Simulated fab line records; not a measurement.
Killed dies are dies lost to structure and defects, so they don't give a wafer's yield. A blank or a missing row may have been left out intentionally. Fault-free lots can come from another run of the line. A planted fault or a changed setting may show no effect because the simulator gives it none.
Which tool did it? + flow gf180mcu + 38 wafers from 13 lots sampled at 3 of the route's 602 steps

## WHAT THE GAUGES READ, wafer by wafer
GF_CONTACT_CD_MEAS_14 targets a cd of 220 nm.
| lot  | measured     | on       | cdNm (nm)         |
|------|--------------|----------|-------------------|
| L741 | day 16 10:59 | cdSem-01 | 217.4 218.4 218.8 |
| L743 | day 17 12:02 | cdSem-02 | 220.3 219.0 220.3 |
| L744 | day 17 18:37 | cdSem-02 | 220.4 219.8 220.7 |
| L746 | day 18 05:49 | cdSem-02 | 219.8 219.7 220.0 |
| L747 | day 18 18:17 | cdSem-02 | 220.0 220.6 221.1 |
| L748 | day 19 02:35 | cdSem-01 | 222.3 222.3 224.2 |
| L749 | day 19 09:27 | cdSem-01 | 219.9 219.4 220.6 |
| L751 | day 20 07:05 | cdSem-01 | 220.6 220.0 219.8 |
| L752 | day 20 11:44 | cdSem-01 | 222.4 220.8 220.6 |
| L753 | day 21 02:41 | cdSem-01 | 217.6 220.7 219.8 |
| L754 | day 21 10:08 | cdSem-02 | 219.8 215.2       |
| L759 | day 22 21:13 | cdSem-01 | 215.4 219.3 218.1 |
| L763 | day 24 03:55 | cdSem-02 | 224.7 223.7 221.7 |

## EACH LOT AND THE TOOL THAT RAN IT (in order: tool; ch and the chambers of the sampled wafers; start)
| lot  | GF_SALICIDE_RTA_08              | GF_CONTACT_EXPOSE_11             |
|------|---------------------------------|----------------------------------|
| L741 | rtpAnneal-02 ch 0, day 15 11:47 | krfScanner-02 ch 0, day 15 23:26 |
| L743 | rtpAnneal-02 ch 0, day 16 12:13 | krfScanner-02 ch 0, day 17 00:24 |
| L744 | rtpAnneal-02 ch 0, day 16 18:40 | krfScanner-02 ch 0, day 17 07:25 |
| L746 | rtpAnneal-01 ch 0, day 17 05:38 | krfScanner-01 ch 0, day 17 17:59 |
| L747 | rtpAnneal-02 ch 0, day 17 17:49 | krfScanner-01 ch 0, day 18 07:05 |
| L748 | rtpAnneal-02 ch 0, day 18 01:43 | krfScanner-01 ch 0, day 18 14:45 |
| L749 | rtpAnneal-02 ch 0, day 18 08:40 | krfScanner-02 ch 0, day 18 21:19 |
| L751 | rtpAnneal-02 ch 0, day 19 05:53 | krfScanner-02 ch 0, day 19 18:57 |
| L752 | rtpAnneal-01 ch 0, day 19 10:58 | krfScanner-01 ch 0, day 19 23:59 |
| L753 | rtpAnneal-01 ch 0, day 20 01:37 | krfScanner-02 ch 0, day 20 14:33 |
| L754 | rtpAnneal-01 ch 0, day 20 09:25 | krfScanner-02 ch 0, day 20 22:19 |
| L759 | rtpAnneal-02 ch 0, day 21 20:58 | krfScanner-02 ch 0, day 22 10:07 |
| L763 | rtpAnneal-01 ch 0, day 23 04:38 | krfScanner-01 ch 0, day 23 16:46 |
- GF_SALICIDE_RTA_08: time 30 s.
- GF_CONTACT_EXPOSE_11: exposes mask Contact, target cd 220 nm.

## AS READ BY THE TOOLS THEMSELVES (means over the sampled wafers that have a number; for cases with no such wafer, the mark the record gives instead)
GF_SALICIDE_RTA_08.
| lot  | tool         | lampPowerPct (%) | wafer_temp_C_max |
|------|--------------|------------------|------------------|
| L741 | rtpAnneal-02 | 17.4             | 804.1            |
| L743 | rtpAnneal-02 | 17.4             | 803.8            |
| L744 | rtpAnneal-02 | 17.4             | 803.8            |
| L746 | rtpAnneal-01 | 15.0             | 804.0            |
| L747 | rtpAnneal-02 | 17.4             | 803.8            |
| L748 | rtpAnneal-02 | 17.4             | 803.5            |
| L749 | rtpAnneal-02 | 17.4             | 804.8            |
| L751 | rtpAnneal-02 | 17.4             | 804.0            |
| L752 | rtpAnneal-01 | 15.0             | 804.4            |
| L753 | rtpAnneal-01 | 15.0             | 804.6            |
| L754 | rtpAnneal-01 | 15.0             | 804.5            |
| L759 | rtpAnneal-02 | 17.4             | 803.4            |
| L763 | rtpAnneal-01 | 15.0             | 804.8            |

GF_CONTACT_EXPOSE_11.
| lot  | tool          | reticleTempC (C) |
|------|---------------|------------------|
| L741 | krfScanner-02 | 23.00            |
| L743 | krfScanner-02 | 23.08            |
| L744 | krfScanner-02 | 23.05            |
| L746 | krfScanner-01 | 23.03            |
| L747 | krfScanner-01 | 22.99            |
| L748 | krfScanner-01 | 22.91            |
| L749 | krfScanner-02 | 22.99            |
| L751 | krfScanner-02 | 22.99            |
| L752 | krfScanner-01 | 22.88            |
| L753 | krfScanner-02 | 22.95            |
| L754 | krfScanner-02 | 23.02            |
| L759 | krfScanner-02 | 23.03            |
| L763 | krfScanner-01 | 23.06            |

## THE ANSWER, worked out from the rows above alone
Rule: usual is defined by the lots themselves. Put in order of their means at a reading, lots are off if they are a third of the lots or fewer, leave a main group of 4 or more, and stand apart from it by a gap of 3 or more times the standard deviation of the main group's means; of several such gaps the widest counts. The tables above print the reading to a certain number of digits; a main group whose means all agree to those digits is not used. A lot without any number at a reading at which 4 lots or more have one is off too. All remaining lots with rows at the step are treated as sound. The gauges are gone through in route order, then the tools' own readings, and for those a lot's mean is taken as printed above. At the first step where some lot is off, the reading lying furthest off is the one used; lots without a number count as furthest.
Nothing can be told from this: no lot is off at any reading shown.

## WHAT THE SIMULATOR HAD PUT IN
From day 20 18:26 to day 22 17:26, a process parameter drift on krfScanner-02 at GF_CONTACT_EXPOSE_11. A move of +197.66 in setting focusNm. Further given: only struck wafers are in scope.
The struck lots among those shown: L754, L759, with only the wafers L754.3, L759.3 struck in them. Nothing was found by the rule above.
